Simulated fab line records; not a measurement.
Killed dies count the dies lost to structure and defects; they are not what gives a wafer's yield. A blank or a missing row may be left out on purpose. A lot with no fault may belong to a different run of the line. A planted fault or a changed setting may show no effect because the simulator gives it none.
Which tool was responsible? -- flow gf180mcu -- Sampling: 12 lots, 36 wafers, 5 of 602 route steps

## WHAT THE GAUGES READ, wafer by wafer
GF_PASSIVATION_THK_MEAS_01. Usual: PASSIVATION_CVD_00_THK typically reads 993 nm, with standard deviation 18.
lot,measured,on,PASSIVATION_CVD_00_THK (nm),flag
L139,day 28 01:16,film_metro-02,997 990 995,
L140,day 28 11:37,film_metro-01,971 969 993,
L141,day 28 19:43,film_metro-03,971 969 1028,
L142,day 29 02:13,film_metro-03,1024 999 985,
L145,day 30 02:49,film_metro-02,976 996 1025,
L146,day 30 10:43,film_metro-01,998 982 1032,
L147,day 30 14:08,film_metro-03,982 964 979,
L149,day 31 04:48,film_metro-02,995 992 1011,
L151,day 31 15:55,film_metro-02,968 986 1014,
L154,day 32 19:04,film_metro-02,980 1006 1007,
L158,day 33 17:47,film_metro-02,1595 1007 982 1595 1007 982,OFF
L162,day 34 06:16,film_metro-03,961 994 1585 960 993 1585,OFF

## EACH LOT AND THE TOOL THAT RAN IT (in order: tool; ch and the chambers of the sampled wafers; start)
lot,GF_M5_ETCH_09,GF_V5_CVD_23,GF_TOP_METAL_SPUTTER_01,GF_PASSIVATION_CVD_00
L139,"rie_diel-03 ch 0,3, day 26 04:43","cvd_w-01 ch 0,1, day 27 02:43","pvd_sputter-01, day 27 03:25","pecvd-03 ch 0,2, day 28 01:11"
L140,"rie_diel-01 ch 0,1,3, day 26 15:31","cvd_w-01 ch 0,1, day 27 13:25","pvd_sputter-01, day 27 14:21","pecvd-03 ch 0,1,2, day 28 11:33"
L141,"rie_diel-02 ch 1,2, day 27 00:13","cvd_w-02 ch 0,1, day 27 22:10","pvd_sputter-01, day 27 23:04","pecvd-01 ch 0,1,2, day 28 19:38"
L142,"rie_diel-03 ch 0,1,3, day 27 06:50","cvd_w-01 ch 0,1, day 28 05:10","pvd_sputter-01, day 28 05:49","pecvd-01 ch 0,1,2, day 29 02:07"
L145,"rie_diel-02 ch 0,2,3, day 28 08:08","cvd_w-02 ch 0,1, day 29 05:13","pvd_sputter-04, day 29 05:52","pecvd-02 ch 0,2, day 30 02:43"
L146,"rie_diel-02 ch 2,3, day 28 16:40","cvd_w-02 ch 0,1, day 29 14:01","pvd_sputter-01, day 29 14:40","pecvd-01 ch 0,1,2, day 30 10:38"
L147,"rie_diel-01 ch 0,1,2, day 28 20:46","cvd_w-01 ch 0,1, day 29 18:08","pvd_sputter-02, day 29 18:50","pecvd-03 ch 0,1,2, day 30 14:04"
L149,"rie_diel-01 ch 0,1,2, day 29 13:02","cvd_w-02 ch 0,1, day 30 09:44","pvd_sputter-02, day 30 10:28","pecvd-03 ch 0,1, day 31 04:43"
L151,"rie_diel-01 ch 0,2,3, day 30 00:38","cvd_w-01 ch 0,1, day 30 20:49","pvd_sputter-02, day 30 21:31","pecvd-02 ch 0,1,2, day 31 15:50"
L154,"rie_diel-02 ch 0,1,2, day 31 04:52","cvd_w-01 ch 0,1, day 32 01:02","pvd_sputter-04, day 32 01:55","pecvd-03 ch 0,1, day 32 18:58"
L158,"rie_diel-02 ch 0,1,2, day 32 05:40","cvd_w-02 ch 0,1, day 33 00:22","pvd_sputter-02, day 33 01:02","pecvd-01 ch 0,1,2, day 33 17:43"
L162,"rie_diel-03 ch 2,3, day 32 18:55","cvd_w-01 ch 0,1, day 33 13:21","pvd_sputter-04, day 33 14:03","pecvd-01 ch 0,1,2, day 34 06:11"
- GF_M5_ETCH_09: etches Si3N4 in CF4/O2, target depth 52 nm, time 11.6 s.
- GF_V5_CVD_23: deposits W, target thk 350 nm, time 104.9 s.
- GF_TOP_METAL_SPUTTER_01: material TiN, target thk 30 nm, time 25 s.
- GF_PASSIVATION_CVD_00: deposits SiO2 from TEOS, target thk 1000 nm, time 111.95 s.

## WHAT THE TOOLS THEMSELVES READ (means of the sampled wafers that have a number; where no wafer has one, the mark that the record gives instead)
GF_M5_ETCH_09. Usual: drypump_motor_current_A 5.7 A, standard deviation 0.58; oes_product_au 0.997 a.u., standard deviation 0.011; throttle_valve_pct 5.970 %, standard deviation 0.01.
lot,tool,drypump_motor_current_A (A),oes_product_au (a.u.),throttle_valve_pct (%),flag
L139,rie_diel-03,5.3,1.006,5.978,
L140,rie_diel-01,5.7,0.995,5.977,
L141,rie_diel-02,5.4,0.983,5.972,
L142,rie_diel-03,5.5,1.002,5.972,
L145,rie_diel-02,5.6,0.995,5.971,
L146,rie_diel-02,5.7,1.007,5.969,
L147,rie_diel-01,5.7,1.002,5.979,
L149,rie_diel-01,5.8,1.000,5.970,
L151,rie_diel-01,6.2,0.999,5.973,
L154,rie_diel-02,5.5,0.997,5.973,
L158,rie_diel-02,5.5,0.992,5.966,
L162,rie_diel-03,5.0,0.996,5.968,

GF_V5_CVD_23. Usual: heater_power_w 767 W, standard deviation 42; run_length_s 132.8 s, standard deviation 0.57.
lot,tool,heater_power_w (W),run_length_s (s),flag
L139,cvd_w-01,784,132.7,
L140,cvd_w-01,770,132.8,
L141,cvd_w-02,776,132.9,
L142,cvd_w-01,758,132.2,
L145,cvd_w-02,731,133.1,
L146,cvd_w-02,740,132.7,
L147,cvd_w-01,782,132.7,
L149,cvd_w-02,780,133.4,
L151,cvd_w-01,773,132.5,
L154,cvd_w-01,784,132.8,
L158,cvd_w-02,775,132.9,
L162,cvd_w-01,772,132.3,

GF_TOP_METAL_SPUTTER_01. Usual: throttle_valve_pct reads 29.9 % (standard deviation 0.97).
lot,tool,throttle_valve_pct (%),flag
L139,pvd_sputter-01,29.6,
L140,pvd_sputter-01,29.6,
L141,pvd_sputter-01,29.9,
L142,pvd_sputter-01,29.1,
L145,pvd_sputter-04,29.8,
L146,pvd_sputter-01,29.1,
L147,pvd_sputter-02,30.0,
L149,pvd_sputter-02,30.1,
L151,pvd_sputter-02,31.1,
L154,pvd_sputter-04,30.3,
L158,pvd_sputter-02,30.1,
L162,pvd_sputter-04,30.1,

GF_PASSIVATION_CVD_00. Usual: heater_power_w 663 W, standard deviation 100; run_length_s 139.8 s, standard deviation 0.51.
lot,tool,heater_power_w (W),run_length_s (s),flag
L139,pecvd-03,769,139.3,
L140,pecvd-03,721,139.5,
L141,pecvd-01,673,139.7,
L142,pecvd-01,690,140.0,
L145,pecvd-02,483,139.4,
L146,pecvd-01,607,139.8,
L147,pecvd-03,724,139.5,
L149,pecvd-03,723,139.6,
L151,pecvd-02,569,139.8,
L154,pecvd-03,719,139.7,
L158,pecvd-01,669,161.1,OFF
L162,pecvd-01,620,161.2,OFF

## THE ANSWER, worked out from the rows above alone
Rule: a lot is off if the mean of its wafers that have a number lies more than 3 standard deviations from the usual mean. A lot without any number at a reading at which 4 lots or more have one is off too. Where the step has rows for the other lots, those lots are counted as sound. Order of review: gauges by route order, followed by the tools' own readings, for which a lot's mean as printed above is used. The first step at which some lot is off is used, and at that step the reading that is off furthest; a lot without a number counts as furthest.
Off: L158, L162, at GF_PASSIVATION_THK_MEAS_01 (PASSIVATION_CVD_00_THK).
If a tool, at a process step before that reading, ran all the lots that are off and no sound lot after the first of them, it fits. The gauges at GF_PASSIVATION_THK_MEAS_01 aren't tried: what is off there is off at GF_PASSIVATION_CVD_00 too, on other tools, and a gauge's error can't cause that. One fits: pecvd-01 at GF_PASSIVATION_CVD_00. A fault onset in the window from L146 (day 30 10:38, its last sound lot) to L158 (day 33 17:43, its first lot off) fits.
The tool's own readings at GF_PASSIVATION_CVD_00 bear it out: on the lots that are off they differ by more than 5 times the standard deviation of the sound lots' means. run_length_s reads 161.1 s there against 139.6 s on the sound lots.

## WHAT THE SIMULATOR HAD INSERTED
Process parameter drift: pecvd-01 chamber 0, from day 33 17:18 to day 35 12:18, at GF_PASSIVATION_CVD_00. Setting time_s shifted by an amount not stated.
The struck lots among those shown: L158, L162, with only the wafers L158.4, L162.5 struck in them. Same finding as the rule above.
